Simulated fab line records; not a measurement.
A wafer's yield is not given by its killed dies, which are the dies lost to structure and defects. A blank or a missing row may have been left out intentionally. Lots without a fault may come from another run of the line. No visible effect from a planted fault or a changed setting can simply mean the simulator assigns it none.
fab line records ; flow sky130
record: lots: 11; wafers: 32; last_day: 49
route steps=708 shown METAL2@502 VIA2@519 METAL4@602 CAP2M@603 PAD_OPEN@708
lots that met no fault: from a run of the same line without faults
start_h: hours from the record's opening day to when the first of the lot's shown wafers began ; wait_h: how many hours have passed since the lot's step before this one ; " unchanged from the row above ; L1.1+2: several wafers, shown together as one row ; - no value present, or no start provided ; * or withheld: withheld ; < > ~ a bound
route shown NAME@n: names a module that has steps shown in the file, with the first one's number in the route ; usual: mean and standard deviation over wafers with no fault ; same: alike in all rows ; chamber/n: place in a boat ; sites: the reading at each site ; _std_site: the values' standard deviation ; _edge_site: inner sites' mean taken away from outer sites' mean ; radius_mm: how far each site lies from the wafer's centre ; mask NAME#n: copy n ; behind: the tool/chamber that last shaped the wafer ; hold: what put the lot on hold/how long, in hours/how the hold closed ; device: whichever transistor did not switch (one of n, p or np) ; end of line: tests of these same wafers at the route's end ; a step without rows: its recipe alone ; killed: the dies lost at the first sort to structure and to defects; this is not the yield of the wafer ; map: per-die view of a wafer (x killed, . not killed, _ where there is no die)
set.NAME: the setting that was run; set.NAME@STEP: the one run at that earlier step ; model.NAME: the simulator's own value behind a step, which no gauge read
steps of the route over a sample of lots; a table a step, a row a wafer
services: when a tool's chamber went out of use (start_h, in hours from the record's first day, below 0 if earlier), for how many hours, and the reason
== steps ==
step: SKY_METAL2_METAL_ETCH_19
recipe: target_depth_a: 3600; stop_on: SiO2; over_etch_frac: 0.3; time_s: 78; chemistry: Cl2/BCl3; resist_sidewall_deg: 88; pressure_mtorr: 10; icp_w: 900; bias_w: 48.5; Cl2_flow_sccm: 60; bcl3_flow_sccm: 30
usual: drypump_motor_current_A: 5.6/0.37; oes_product_au: 0.855/0.0062; throttle_valve_pct: 22.264/0.0084
lot.wafer;tool;chamber;start_h;wait_h;drypump_motor_current_A;oes_product_au;rf_hours_counter_h;throttle_valve_pct
L452.4;rie_metal-01;1;837.46;0.1;5.4;0.854;-;22.248
L452.5;rie_metal-01;1;837.46;0.1;5.4;0.850;-;22.246
L452.6;rie_metal-01;0;837.46;0.1;5.6;0.858;-;22.265
L453.3;rie_metal-01;1;842.71;0.1;5.4;0.850;-;22.260
L453.4;rie_metal-01;0;842.71;0.1;5.6;0.854;-;22.263
L453.5;rie_metal-01;1;842.71;0.1;5.4;0.847;-;22.283
L454.3;rie_metal-01;1;846.02;0.1;5.4;0.863;-;22.279
L454.4;rie_metal-01;0;846.02;0.1;5.6;0.851;-;22.264
L454.6;rie_metal-01;1;846.02;0.1;5.4;0.851;-;22.267
L455.2;rie_metal-01;1;851.24;0.0;5.4;0.866;2;22.259
L455.3;rie_metal-01;1;851.24;0.0;5.4;0.853;-;22.249
L455.4;rie_metal-01;0;851.24;0.0;5.6;0.852;-;22.254
L460.2;rie_metal-01;1;882.92;0.1;5.4;0.849;3;22.272
L460.4;rie_metal-01;1;882.92;0.1;5.4;0.849;-;22.268
L460.5;rie_metal-01;0;882.92;0.1;5.6;0.849;-;22.247
L461.1;rie_metal-04;0;893.08;0.0;5.8;0.860;1;22.257
L461.2;rie_metal-04;1;893.08;0.0;5.7;0.861;16;22.265
L461.4;rie_metal-04;1;893.08;0.0;5.7;0.854;-;22.263
L463.1;rie_metal-03;1;903.69;0.0;6.2;0.842;16;22.268
L463.3;rie_metal-03;1;903.69;0.0;6.1;0.841;-;22.248
L463.4;rie_metal-03;0;903.69;0.0;5.0;0.850;-;22.265
L465.3;rie_metal-03;1;919.87;0.1;6.2;0.857;-;22.267
L465.4;rie_metal-03;0;919.87;0.1;5.0;0.867;-;22.266
L465.5;rie_metal-03;0;919.87;0.1;5.0;0.855;-;22.268
L466.2;rie_metal-01;0;925.14;0.0;5.6;0.864;11;22.266
L466.3;rie_metal-01;0;925.14;0.0;5.6;0.858;-;22.256
L466.6;rie_metal-01;1;925.14;0.0;5.4;0.855;-;22.266
L468.3;rie_metal-03;1;945.22;0.1;6.2;0.844;-;22.268
L468.4;rie_metal-03;0;945.22;0.1;5.0;0.855;-;22.257
L470.1;rie_metal-01;1;954.14;0.0;5.4;0.856;7;22.256
L470.3;rie_metal-01;0;954.14;0.0;5.6;0.850;-;22.254
L470.4;rie_metal-01;1;954.14;0.0;5.4;0.851;-;22.267
step: SKY_VIA2_CD_MEAS_12
recipe: target_cd_nm: 200
usual: cd_nm: 199.9/1.6
lot.wafer;tool;chamber;start_h;wait_h;cd_nm
L452.4;cd_sem-01;-;864.28;-;195.7
L452.5;cd_sem-01;-;864.28;-;196.0
L452.6;cd_sem-01;-;864.28;-;196.9
L453.3;cd_sem-01;-;869.46;-;200.6
L453.4;cd_sem-01;-;869.46;-;201.8
L453.5;cd_sem-01;-;869.46;-;201.1
L454.3;cd_sem-01;-;872.96;-;201.7
L454.4;cd_sem-01;-;872.96;-;200.7
L454.6;cd_sem-01;-;872.96;-;200.0
L455.2;cd_sem-01;-;878.00;-;199.2
L455.3;cd_sem-01;-;878.00;-;198.3
L455.4;cd_sem-01;-;878.00;-;197.6
L460.2;cd_sem-02;-;909.25;-;201.6
L460.4;cd_sem-02;-;909.25;-;200.1
L460.5;cd_sem-02;-;909.25;-;202.4
L461.1;cd_sem-02;-;919.19;-;198.6
L461.2;cd_sem-02;-;919.19;-;198.3
L461.4;cd_sem-02;-;919.19;-;199.3
L463.1;cd_sem-01;-;930.24;-;199.1
L463.3;cd_sem-01;-;930.24;-;198.8
L463.4;cd_sem-01;-;930.24;-;199.2
L465.3;cd_sem-02;-;946.01;-;197.2
L465.4;cd_sem-02;-;946.01;-;197.3
L465.5;cd_sem-02;-;946.01;-;198.9
L466.2;cd_sem-01;-;949.90;-;198.3
L466.3;cd_sem-01;-;949.90;-;199.2
L466.6;cd_sem-01;-;949.90;-;198.9
L468.3;cd_sem-02;-;970.68;-;202.0
L468.4;cd_sem-02;-;970.68;-;201.9
L470.1;cd_sem-01;-;979.29;-;199.7
L470.3;cd_sem-01;-;979.29;-;202.1
L470.4;cd_sem-01;-;979.29;-;201.0
step: SKY_METAL4_SPUTTER_04
recipe: material: TiN; target_thk_nm: 70; power_w: 6500; time_s: 58.3; chamber_pressure_pa: 0.4
usual: throttle_valve_pct: 30.1/1.3
lot.wafer;tool;chamber;start_h;wait_h;throttle_valve_pct
L452.4;pvd_sputter-01;-;944.90;0.0;31.5
L452.5;pvd_sputter-01;-;944.90;0.0;28.2
L452.6;pvd_sputter-01;-;944.90;0.0;30.2
L453.3;pvd_sputter-04;-;949.61;0.0;29.8
L453.4;pvd_sputter-04;-;949.61;0.0;29.7
L453.5;pvd_sputter-04;-;949.61;0.0;29.7
L454.3;pvd_sputter-04;-;953.81;0.0;29.5
L454.4;pvd_sputter-04;-;953.81;0.0;32.4
L454.6;pvd_sputter-04;-;953.81;0.0;32.2
L455.2;pvd_sputter-04;-;957.56;0.0;29.8
L455.3;pvd_sputter-04;-;957.56;0.0;30.0
L455.4;pvd_sputter-04;-;957.56;0.0;28.5
L460.2;pvd_sputter-03;-;988.31;0.0;30.8
L460.4;pvd_sputter-03;-;988.31;0.0;29.9
L460.5;pvd_sputter-03;-;988.31;0.0;30.8
L461.1;pvd_sputter-03;-;998.52;0.0;28.6
L461.2;pvd_sputter-03;-;998.52;0.0;30.2
L461.4;pvd_sputter-03;-;998.52;0.0;30.6
L463.1;pvd_sputter-04;-;1008.87;0.0;29.8
L463.3;pvd_sputter-04;-;1008.87;0.0;32.3
L463.4;pvd_sputter-04;-;1008.87;0.0;28.6
L465.3;pvd_sputter-04;-;1023.37;0.0;30.1
L465.4;pvd_sputter-04;-;1023.37;0.0;28.5
L465.5;pvd_sputter-04;-;1023.37;0.0;29.7
L466.2;pvd_sputter-04;-;1025.98;0.0;28.8
L466.3;pvd_sputter-04;-;1025.98;0.0;32.6
L466.6;pvd_sputter-04;-;1025.98;0.0;32.3
L468.3;pvd_sputter-04;-;1046.26;0.0;29.6
L468.4;pvd_sputter-04;-;1046.26;0.0;28.5
L470.1;pvd_sputter-01;-;1052.96;0.0;30.2
L470.3;pvd_sputter-01;-;1052.96;0.0;28.8
L470.4;pvd_sputter-01;-;1052.96;0.0;31.1
step: SKY_CAP2M_CVD_00
recipe: material: SiO2; target_thk_nm: 15.5; temp_c: 400; time_s: withheld; rf_w: 450
usual: heater_power_w: 718/90; susceptor_temp_C: 400.00/0.2
lot.wafer;tool;chamber;start_h;wait_h;heater_power_w;susceptor_temp_C
L452.4;pecvd-03;2;944.96;0.0;617;400.05
L452.5;pecvd-03;0;944.96;0.0;661;399.68
L452.6;pecvd-03;1;944.96;0.0;886;399.84
L453.3;pecvd-02;1;949.65;0.0;697;399.79
L453.4;pecvd-02;2;949.65;0.0;681;400.25
L453.5;pecvd-02;0;949.65;0.0;845;399.78
L454.3;pecvd-04;1;953.86;0.0;651;399.79
L454.4;pecvd-04;0;953.86;0.0;640;399.83
L454.6;pecvd-04;1;953.86;0.0;636;400.14
L455.2;pecvd-03;0;957.61;0.0;618;399.68
L455.3;pecvd-03;1;957.61;0.0;805;399.99
L455.4;pecvd-03;1;957.61;0.0;814;400.07
L460.2;pecvd-04;2;988.36;0.0;624;399.83
L460.4;pecvd-04;2;988.36;0.0;641;399.81
L460.5;pecvd-04;2;988.36;0.0;632;399.92
L461.1;pecvd-03;1;998.57;0.0;926;400.44
L461.2;pecvd-03;2;998.57;0.0;635;399.80
L461.4;pecvd-03;1;998.57;0.0;920;399.97
L463.1;pecvd-03;1;1008.92;0.0;849;400.15
L463.3;pecvd-03;2;1008.92;0.0;638;400.10
L463.4;pecvd-03;1;1008.92;0.0;861;399.93
L465.3;pecvd-03;0;1023.41;0.0;667;400.28
L465.4;pecvd-03;0;1023.41;0.0;640;400.25
L465.5;pecvd-03;2;1023.41;0.0;613;400.13
L466.2;pecvd-04;2;1026.03;0.0;723;399.65
L466.3;pecvd-04;0;1026.03;0.0;694;399.71
L466.6;pecvd-04;1;1026.03;0.0;700;399.90
L468.3;pecvd-03;2;1046.31;0.0;709;400.23
L468.4;pecvd-03;2;1046.31;0.0;702;400.21
L470.1;pecvd-03;1;1053.01;0.0;850;399.86
L470.3;pecvd-03;0;1053.01;0.0;670;399.80
L470.4;pecvd-03;1;1053.01;0.0;842;400.06
step: SKY_CAP2M_THK_MEAS_01
recipe: reads: SiO2_of_CAP2M_CVD_00
usual: CAP2M_CVD_00_THK: 15.39/0.21
lot.wafer;tool;chamber;start_h;wait_h;CAP2M_CVD_00_THK[nm]
L452.4;film_metro-03;-;945.00;-;15.53
L452.5;film_metro-03;-;945.00;-;15.62
L452.6;film_metro-03;-;945.00;-;15.27
L453.3;film_metro-04;-;949.70;-;15.53
L453.4;film_metro-04;-;949.70;-;15.70
L453.5;film_metro-04;-;949.70;-;15.46
L454.3;film_metro-04;-;953.90;-;15.38
L454.4;film_metro-04;-;953.90;-;15.79
L454.6;film_metro-04;-;953.90;-;15.37
L455.2;film_metro-04;-;957.64;-;15.47
L455.3;film_metro-04;-;957.64;-;15.08
L455.4;film_metro-04;-;957.64;-;15.46
L460.2;film_metro-01;-;988.40;-;15.19
L460.4;film_metro-01;-;988.40;-;15.62
L460.5;film_metro-01;-;988.40;-;15.32
L461.1;film_metro-01;-;998.60;-;14.97
L461.2;film_metro-01;-;998.60;-;14.99
L461.4;film_metro-01;-;998.60;-;15.39
L463.1;film_metro-01;-;1008.95;-;15.09
L463.3;film_metro-01;-;1008.95;-;15.44
L463.4;film_metro-01;-;1008.95;-;15.64
L465.3;film_metro-03;-;1023.46;-;15.34
L465.4;film_metro-03;-;1023.46;-;11.57
L465.5;film_metro-03;-;1023.46;-;15.70
L466.2;film_metro-01;-;1026.06;-;15.23
L466.3;film_metro-01;-;1026.06;-;15.15
L466.6;film_metro-01;-;1026.06;-;15.32
L468.3;film_metro-01;-;1046.35;-;15.49
L468.4;film_metro-01;-;1046.35;-;11.52
L470.1;film_metro-04;-;1053.03;-;10.97
L470.3;film_metro-04;-;1053.03;-;15.11
L470.4;film_metro-04;-;1053.03;-;11.06
step: SKY_METAL4_ETCH_17
recipe: target: SiO2; stop_on: TiN; chemistry: C4F8/O2/Ar; source_w: 1500; bias_w: 1200; pressure_mtorr: 40; c4f8_flow_sccm: withheld; O2_flow_sccm: 6; Ar_flow_sccm: 300; time_s: 3.9; target_depth_a: 150
usual: oes_product_au: 0.752/0.0062
lot.wafer;tool;chamber;start_h;wait_h;oes_product_au;rf_hours_counter_h
L452.4;rie_diel-04;0;993.96;0.0;0.753;12
L452.5;rie_diel-04;0;993.96;0.0;0.756;-
L452.6;rie_diel-04;1;993.96;0.0;0.749;-
L453.3;rie_diel-04;3;997.64;0.1;0.759;10
L453.4;rie_diel-04;0;997.64;0.1;0.756;12
L453.5;rie_diel-04;2;997.64;0.1;0.761;-
L454.3;rie_diel-03;1;1001.86;0.0;0.754;10
L454.4;rie_diel-03;2;1001.86;0.0;0.763;16
L454.6;rie_diel-03;0;1001.86;0.0;0.757;-
L455.2;rie_diel-04;3;1006.26;0.1;0.753;10
L455.3;rie_diel-04;2;1006.26;0.1;0.744;27
L455.4;rie_diel-04;1;1006.26;0.1;0.754;14
L460.2;rie_diel-01;2;1035.66;0.1;0.748;15
L460.4;rie_diel-01;3;1035.66;0.1;0.755;16
L460.5;rie_diel-01;0;1035.66;0.1;0.753;-
L461.1;rie_diel-04;0;1045.96;0.1;0.735;14
L461.2;rie_diel-04;3;1045.96;0.1;0.740;11
L461.4;rie_diel-04;1;1045.96;0.1;0.754;16
L463.1;rie_diel-04;1;1055.76;0.1;0.746;16
L463.3;rie_diel-04;3;1055.76;0.1;0.744;11
L463.4;rie_diel-04;2;1055.76;0.1;0.751;28
L465.3;rie_diel-03;2;1069.06;0.0;0.753;18
L465.4;rie_diel-03;3;1069.06;0.0;0.653;16
L465.5;rie_diel-03;0;1069.06;0.0;0.763;-
L466.2;rie_diel-04;3;1071.79;0.1;0.751;12
L466.3;rie_diel-04;1;1071.79;0.1;0.744;16
L466.6;rie_diel-04;0;1071.79;0.1;0.751;-
L468.3;rie_diel-03;1;1089.43;0.0;0.754;12
L468.4;rie_diel-03;2;1089.43;0.0;0.651;19
L470.1;rie_diel-04;0;1095.71;0.1;0.640;15
L470.3;rie_diel-04;2;1095.71;0.1;0.749;30
L470.4;rie_diel-04;3;1095.71;0.1;0.653;13
step: SKY_PAD_OPEN_PROBE_99
usual: defect_limited_yield: 81.9/2; killed_at_M0_to_M3: 43/6.5; killed_at_M4_up: 3.2/1.8; killed_at_contacts: 26/5.2; killed_at_front_end: 16/4.8; killed_at_other: 0.3/0.6; killed_dies: 89/9.6; killed_open: 48/7.1; killed_short: 40/6.4
same: gross_dies: 492; killed_at_back_side: 0
lot.wafer;tool;chamber;start_h;wait_h;defect_limited_yield[%];killed_at_M0_to_M3;killed_at_M4_up;killed_at_contacts;killed_at_front_end;killed_at_other;killed_dies;killed_open;killed_short
L452.4;prober-02;-;1089.39;0.2;83.7;44;3;19;14;0;80;44;36
L452.5;prober-02;-;1089.44;0.2;83.5;47;2;21;11;0;81;39;42
L452.6;prober-02;-;1089.49;0.2;81.7;47;2;25;16;0;90;54;36
L453.3;prober-02;-;1093.38;0.2;82.7;40;2;28;14;1;85;36;48
L453.4;prober-02;-;1093.43;0.2;80.7;40;1;34;20;0;95;54;41
L453.5;prober-02;-;1093.48;0.2;80.5;46;3;33;12;2;96;51;44
L454.3;prober-02;-;1096.58;0.2;83.5;41;3;24;13;0;81;47;33
L454.4;prober-02;-;1096.63;0.2;82.1;46;1;26;15;0;88;40;48
L454.6;prober-02;-;1096.73;0.2;78.7;55;1;27;22;0;105;57;48
L455.2;prober-02;-;1099.98;0.1;81.5;37;8;31;15;0;91;55;36
L455.3;prober-02;-;1100.03;0.2;78.9;47;3;35;19;0;104;52;52
L455.4;prober-02;-;1100.08;0.2;84.6;37;3;23;13;0;76;49;27
L460.2;prober-02;-;1126.61;0.1;85.0;36;5;23;10;0;74;40;34
L460.4;prober-02;-;1126.71;0.2;83.1;42;4;23;14;0;83;44;39
L460.5;prober-02;-;1126.76;0.2;85.4;35;4;18;14;1;72;39;32
L461.1;prober-01;-;1134.44;0.1;83.5;45;0;22;13;1;81;47;34
L461.2;prober-01;-;1134.49;0.1;82.9;33;0;33;17;1;84;50;34
L461.4;prober-01;-;1134.59;0.2;82.1;49;3;24;12;0;88;52;36
L463.1;prober-01;-;1143.05;0.1;83.3;29;4;33;16;0;82;44;38
L463.3;prober-01;-;1143.15;0.2;87.0;35;3;16;10;0;64;44;20
L463.4;prober-01;-;1143.20;0.2;79.7;55;4;26;15;0;100;55;45
L465.3;prober-01;-;1154.16;0.2;79.3;55;4;32;11;0;102;56;46
L465.4;prober-01;-;1154.21;0.2;82.5;47;0;23;16;0;86;48;38
L465.5;prober-01;-;1154.26;0.2;85.4;44;1;16;11;0;72;39;32
L466.2;prober-02;-;1156.15;0.1;83.7;45;1;19;15;0;80;48;31
L466.3;prober-02;-;1156.20;0.2;79.5;60;5;20;16;0;101;55;44
L466.6;prober-02;-;1156.35;0.2;83.1;44;3;16;20;0;83;50;33
L468.3;prober-02;-;1171.90;0.2;83.3;37;4;25;16;0;82;43;37
L468.4;prober-02;-;1171.95;0.2;79.7;47;1;31;21;0;100;51;49
L470.1;prober-02;-;1177.16;0.1;81.7;43;3;28;16;0;90;42;47
L470.3;prober-02;-;1177.26;0.2;82.7;44;2;22;17;0;85;41;43
L470.4;prober-02;-;1177.31;0.2;80.7;39;2;27;27;0;95;39;54
killed by level:class
L452.4 CONTACT:geometric_particle:open=9 VIA1:geometric_particle:open=9 METAL1:geometric_particle:short=7 VIA2:geometric_particle:open=6 VIA3:geometric_particle:open=6 CONTACT:geometric_particle:short=5 VIA3:geometric_particle:short=4 VIA1:geometric_particle:short=4
L452.5 CONTACT:geometric_particle:open=9 FIELD_ISO:geometric_particle:short=7 VIA2:geometric_particle:open=7 VIA1:geometric_particle:open=6 VIA1:geometric_particle:short=6 VIA3:geometric_particle:short=6 VIA3:geometric_particle:open=6 LI_CONTACT:geometric_particle:open=5
L452.6 VIA1:geometric_particle:open=12 CONTACT:geometric_particle:open=11 LI_CONTACT:geometric_particle:open=8 VIA2:geometric_particle:open=8 VIA3:geometric_particle:open=7 POLY_GATE:geometric_particle:short=5 CONTACT:geometric_particle:short=5 FIELD_ISO:geometric_particle:short=4
L453.3 VIA1:geometric_particle:open=10 LI_CONTACT:geometric_particle:short=8 LI_CONTACT:geometric_particle:open=6 LOCAL_INTERCONNECT:geometric_particle:short=6 CONTACT:geometric_particle:open=5 VIA2:geometric_particle:open=5 FIELD_ISO:geometric_particle:short=4 METAL1:geometric_particle:short=4
L453.4 CONTACT:geometric_particle:open=13 VIA1:geometric_particle:open=10 LI_CONTACT:geometric_particle:open=9 LOCAL_INTERCONNECT:geometric_particle:short=7 METAL2:geometric_particle:short=7 FIELD_ISO:geometric_particle:open=6 VIA2:geometric_particle:open=6 POLY_GATE:geometric_particle:short=5
L453.5 VIA3:geometric_particle:open=12 CONTACT:geometric_particle:open=11 VIA1:geometric_particle:open=11 CONTACT:geometric_particle:short=10 VIA1:geometric_particle:short=6 LOCAL_INTERCONNECT:geometric_particle:short=5 POLY_GATE:geometric_particle:short=4 LI_CONTACT:geometric_particle:open=4
L454.3 VIA1:geometric_particle:open=11 FIELD_ISO:geometric_particle:open=7 LOCAL_INTERCONNECT:geometric_particle:short=7 VIA3:geometric_particle:open=7 CONTACT:geometric_particle:open=6 VIA2:geometric_particle:open=6 METAL1:geometric_particle:short=5 LI_CONTACT:geometric_particle:open=4
L454.4 VIA2:geometric_particle:open=11 LOCAL_INTERCONNECT:geometric_particle:short=8 VIA1:geometric_particle:open=8 FIELD_ISO:geometric_particle:short=7 CONTACT:geometric_particle:open=7 LI_CONTACT:geometric_particle:short=5 METAL1:geometric_particle:short=5 METAL2:geometric_particle:short=5
L454.6 VIA1:geometric_particle:open=16 FIELD_ISO:geometric_particle:open=9 VIA1:geometric_particle:short=8 LI_CONTACT:geometric_particle:open=7 CONTACT:geometric_particle:open=7 VIA3:geometric_particle:open=6 METAL2:geometric_particle:short=6 CONTACT:geometric_particle:short=5
L455.2 CONTACT:geometric_particle:open=11 LI_CONTACT:geometric_particle:open=9 VIA2:geometric_particle:open=8 VIA1:geometric_particle:open=7 FIELD_ISO:geometric_particle:open=6 METAL4:geometric_particle:short=6 FIELD_ISO:geometric_particle:short=4 LOCAL_INTERCONNECT:geometric_particle:short=4
L455.3 CONTACT:geometric_particle:open=10 METAL2:geometric_particle:short=9 VIA1:geometric_particle:open=8 LI_CONTACT:geometric_particle:open=8 LOCAL_INTERCONNECT:geometric_particle:short=7 METAL1:geometric_particle:short=6 VIA2:geometric_particle:open=6 POLY_GATE:geometric_particle:short=5
L455.4 LI_CONTACT:geometric_particle:open=11 VIA1:geometric_particle:open=8 VIA3:geometric_particle:open=8 CONTACT:geometric_particle:open=7 METAL1:geometric_particle:short=6 VIA2:geometric_particle:open=4 POLY_CUT:geometric_particle:open=3 METAL4:geometric_particle:short=3
L460.2 VIA3:geometric_particle:open=9 CONTACT:geometric_particle:short=7 VIA2:geometric_particle:open=7 POLY_GATE:geometric_particle:short=6 LI_CONTACT:geometric_particle:open=6 VIA1:geometric_particle:open=6 METAL4:geometric_particle:short=5 CONTACT:geometric_particle:open=4
L460.4 CONTACT:geometric_particle:open=9 VIA1:geometric_particle:short=8 LI_CONTACT:geometric_particle:open=6 FIELD_ISO:geometric_particle:short=5 VIA1:geometric_particle:open=5 METAL2:geometric_particle:short=5 VIA2:geometric_particle:open=5 FIELD_ISO:geometric_particle:open=4
L460.5 VIA1:geometric_particle:open=11 VIA1:geometric_particle:short=9 FIELD_ISO:geometric_particle:open=6 LI_CONTACT:geometric_particle:open=6 VIA3:geometric_particle:open=5 LOCAL_INTERCONNECT:geometric_particle:short=4 CONTACT:geometric_particle:open=4 METAL2:geometric_particle:short=3
L461.1 VIA1:geometric_particle:open=10 CONTACT:geometric_particle:open=9 VIA2:geometric_particle:open=8 VIA3:geometric_particle:open=7 METAL1:geometric_particle:short=6 LI_CONTACT:geometric_particle:short=4 LI_CONTACT:geometric_particle:open=4 LOCAL_INTERCONNECT:geometric_particle:short=4
L461.2 CONTACT:geometric_particle:open=9 LI_CONTACT:geometric_particle:open=8 LI_CONTACT:geometric_particle:short=8 VIA1:geometric_particle:open=8 VIA2:geometric_particle:open=8 CONTACT:geometric_particle:short=7 VIA3:geometric_particle:open=5 FIELD_ISO:geometric_particle:open=4
L461.4 VIA1:geometric_particle:open=10 VIA3:geometric_particle:open=10 LI_CONTACT:geometric_particle:open=9 VIA2:geometric_particle:open=8 LOCAL_INTERCONNECT:geometric_particle:short=7 CONTACT:geometric_particle:open=5 VIA1:geometric_particle:short=5 METAL1:geometric_particle:short=5
L463.1 CONTACT:geometric_particle:open=16 CONTACT:geometric_particle:short=10 POLY_GATE:geometric_particle:open=5 VIA2:geometric_particle:open=5 VIA3:geometric_particle:open=5 LI_CONTACT:geometric_particle:open=4 VIA1:geometric_particle:open=4 METAL4:geometric_particle:short=4
L463.3 VIA1:geometric_particle:open=9 VIA2:geometric_particle:open=9 LI_CONTACT:geometric_particle:open=6 CONTACT:geometric_particle:open=5 VIA3:geometric_particle:open=5 POLY_GATE:geometric_particle:open=4 CONTACT:geometric_particle:short=4 METAL1:geometric_particle:short=4
L463.4 CONTACT:geometric_particle:open=13 VIA3:geometric_particle:open=11 VIA1:geometric_particle:open=10 METAL1:geometric_particle:short=9 VIA1:geometric_particle:short=6 VIA2:geometric_particle:open=5 METAL2:geometric_particle:short=5 FIELD_ISO:geometric_particle:open=4
L465.3 VIA1:geometric_particle:open=13 CONTACT:geometric_particle:open=12 METAL1:geometric_particle:short=9 LOCAL_INTERCONNECT:geometric_particle:short=7 VIA1:geometric_particle:short=7 VIA3:geometric_particle:open=7 VIA2:geometric_particle:open=7 LI_CONTACT:geometric_particle:open=6
L465.4 LI_CONTACT:geometric_particle:open=11 VIA1:geometric_particle:open=7 VIA2:geometric_particle:open=7 CONTACT:geometric_particle:open=6 METAL1:geometric_particle:short=6 METAL2:geometric_particle:short=6 POLY_GATE:geometric_particle:short=5 VIA3:geometric_particle:open=5
L465.5 VIA3:geometric_particle:open=8 VIA1:geometric_particle:open=8 CONTACT:geometric_particle:open=7 LI_CONTACT:geometric_particle:open=4 METAL3:geometric_particle:short=4 CONTACT:geometric_particle:short=4 METAL1:geometric_particle:open=4 METAL1:geometric_particle:short=4
L466.2 VIA1:geometric_particle:open=19 FIELD_ISO:geometric_particle:short=8 VIA3:geometric_particle:open=8 CONTACT:geometric_particle:open=6 VIA1:geometric_particle:short=5 LI_CONTACT:geometric_particle:short=4 LI_CONTACT:geometric_particle:open=4 VIA2:geometric_particle:open=4
L466.3 VIA3:geometric_particle:open=14 VIA1:geometric_particle:open=12 CONTACT:geometric_particle:open=10 FIELD_ISO:geometric_particle:short=6 VIA3:geometric_particle:short=5 LI_CONTACT:geometric_particle:open=5 METAL1:geometric_particle:short=5 VIA1:geometric_particle:short=5
L466.6 VIA1:geometric_particle:open=10 VIA2:geometric_particle:open=8 FIELD_ISO:geometric_particle:open=6 CONTACT:geometric_particle:open=6 METAL1:geometric_particle:short=6 POLY_GATE:geometric_particle:open=5 VIA1:geometric_particle:short=5 VIA2:geometric_particle:short=5
L468.3 CONTACT:geometric_particle:open=11 VIA1:geometric_particle:open=10 VIA2:geometric_particle:open=8 VIA1:geometric_particle:short=7 CONTACT:geometric_particle:short=7 FIELD_ISO:geometric_particle:short=5 LI_CONTACT:geometric_particle:open=5 SPACER:geometric_particle:short=4
L468.4 VIA3:geometric_particle:open=11 LI_CONTACT:geometric_particle:open=10 CONTACT:geometric_particle:open=10 METAL1:geometric_particle:short=8 VIA1:geometric_particle:open=6 VIA1:geometric_particle:short=6 FIELD_ISO:geometric_particle:short=5 LOCAL_INTERCONNECT:geometric_particle:short=5
L470.1 CONTACT:geometric_particle:open=11 METAL2:geometric_particle:short=8 LI_CONTACT:geometric_particle:open=7 VIA1:geometric_particle:open=7 FIELD_ISO:geometric_particle:short=6 VIA3:geometric_particle:short=6 METAL3:geometric_particle:short=5 VIA3:geometric_particle:open=5
L470.3 VIA1:geometric_particle:open=11 LI_CONTACT:geometric_particle:open=7 LI_CONTACT:geometric_particle:short=5 VIA2:geometric_particle:open=5 METAL1:geometric_particle:short=5 METAL2:geometric_particle:short=5 FIELD_ISO:geometric_particle:short=4 FIELD_ISO:geometric_particle:open=4
L470.4 FIELD_ISO:geometric_particle:short=9 METAL1:geometric_particle:short=8 VIA3:geometric_particle:open=8 CONTACT:geometric_particle:open=7 POLY_GATE:geometric_particle:short=6 LI_CONTACT:geometric_particle:open=6 LOCAL_INTERCONNECT:geometric_particle:short=6 FIELD_ISO:geometric_particle:open=5
== services ==
tool;chamber;start_h;hours;kind
pecvd-02;1;830.21;4.1;repair
rie_diel-01;2;841.19;2.6;repair
rie_diel-04;-;852.17;2.8;pm
rie_diel-03;1;852.93;1.3;repair
pvd_sputter-04;-;857.11;7.0;repair
rie_diel-04;1;857.42;30.1;repair
rie_metal-04;-;861.35;2.0;repair
pvd_sputter-01;-;871.03;0.7;repair
pvd_sputter-03;-;880.05;2.3;repair
rie_metal-01;-;901.46;0.3;repair
pvd_sputter-03;-;904.78;3.0;repair
rie_diel-03;0;905.80;64.4;repair
pvd_sputter-04;-;938.77;1.9;repair
pvd_sputter-03;-;944.10;1.9;repair
pvd_sputter-03;-;946.71;4.6;repair
pecvd-03;-;969.48;1.2;repair
pecvd-04;0;979.09;10.8;repair
pecvd-03;0;998.29;14.4;repair
pvd_sputter-04;-;1019.20;2.7;repair
pecvd-04;-;1022.33;1.6;repair
rie_diel-03;2;1026.15;22.1;repair
pvd_sputter-01;-;1073.41;3.7;repair
pecvd-04;-;1080.83;0.7;repair
rie_diel-03;1;1081.67;7.4;repair
== key ==
first_sign: step: SKY_CAP2M_THK_MEAS_01; reading: CAP2M_CVD_00_THK; direction: down; sigmas: 19; usual: 15.39; struck: 11.28
effect: step: SKY_METAL4_ETCH_17; reading: oes_product_au; direction: down; sigmas: 16; usual: 0.752; struck: 0.649
met_at SKY_CAP2M_CVD_00
struck_lots L465,L468,L470
struck_wafers L465.4,L468.4,L470.1,L470.4
not_acting_at SKY_METAL2_METAL_ETCH_19,SKY_VIA2_CD_MEAS_12,SKY_METAL4_SPUTTER_04
onset_between 1008.92 1023.41
fault: kind: process_parameter_drift; tool: pecvd-03; chamber: -; onset_h: 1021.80; steps: SKY_CAP2M_CVD_00; channel: target_thk_nm; offset: -4.1731; shape: step; end_h: 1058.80; scope: struck_wafers_only; acts_in: these_recipes_only; stated: 15.5
